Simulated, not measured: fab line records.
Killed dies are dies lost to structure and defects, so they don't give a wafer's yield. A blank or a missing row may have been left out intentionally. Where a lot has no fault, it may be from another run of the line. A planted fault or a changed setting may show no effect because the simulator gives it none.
Which tool was responsible? | flow sky130 | 24 lots (72 wafers sampled), 1 step of a 708-step route

## WHAT THE GAUGES READ, wafer by wafer
SKY_VIA1_THK_MEAS_01. Usual: for VIA1_HDPCVD_THK the level is 1032 nm and the standard deviation is 12.
lot  | measured     | on            | VIA1_HDPCVD_THK (nm) | flag
L074 | day 32 17:59 | film metro-01 | 1032 1028 1031       |
L075 | day 32 22:20 | film metro-03 | 1025 1034 1040       |
L076 | day 33 07:10 | film metro-02 | 1049 1040 1041       |
L077 | day 33 14:14 | film metro-03 | 1054 1041 1033       |
L078 | day 34 01:26 | film metro-02 | 1036 1046 1037       |
L079 | day 34 11:28 | film metro-03 | 1043 1040 1052       |
L080 | day 34 12:41 | film metro-03 | 1044 1031 1032       |
L081 | day 35 03:24 | film metro-02 | 1034 1055 1047       |
L082 | day 35 17:41 | film metro-01 | 1044 1036 1034       |
L083 | day 35 22:11 | film metro-03 | 1043 1053 1035       |
L084 | day 36 04:17 | film metro-02 | 1023 1027 1027       |
L085 | day 36 07:58 | film metro-03 | 1030 1030 1017       |
L086 | day 36 20:14 | film metro-03 | 1052 1052 1040       |
L087 | day 37 04:04 | film metro-01 | 1039 1042 1032       |
L088 | day 37 05:32 | film metro-01 | 1014 1039 1009       |
L089 | day 37 19:16 | film metro-01 | 1015 1024 1011       |
L090 | day 37 23:59 | film metro-02 | 1032 1032 1036       |
L091 | day 38 07:43 | film metro-03 | 1046 1031 1037       |
L092 | day 38 10:26 | film metro-03 | 1022 1017 1022       |
L094 | day 39 06:11 | film metro-03 | 1032 1015 1024       |
L093 | day 39 08:40 | film metro-03 | 1012 1017 1043       |
L095 | day 39 09:02 | film metro-01 | 1036 1022 1010       |
L096 | day 39 15:28 | film metro-03 | 1030 1009 1025       |
L097 | day 39 20:28 | film metro-01 | 1026 1020 1036       |

## EACH LOT AND THE TOOL THAT RAN IT (in order: tool; ch and the chambers of the sampled wafers; start)
Record: no process step prior to these readings.

## WHAT THE TOOLS THEMSELVES READ (means of the sampled wafers that have a number; where no wafer has one, the mark that the record gives instead)
The record holds no such reading with a usual standard deviation.

## THE ANSWER, worked out from the rows above alone
Rule: a lot is off if the mean of its wafers that have a number lies more than 3 standard deviations from the usual mean. A lot without any number at a reading at which 4 lots or more have one is off too. Any other lot the step has rows for is counted as sound. After the gauges, taken in route order, come the tools' own readings; for these a lot's mean is taken, as printed above. At the first step where some lot is off, the reading lying furthest off is the one used; lots without a number count as furthest.
Across all readings shown, no lot is off: no conclusion can be drawn from this.

## WHAT THE SIMULATOR HAD PUT IN
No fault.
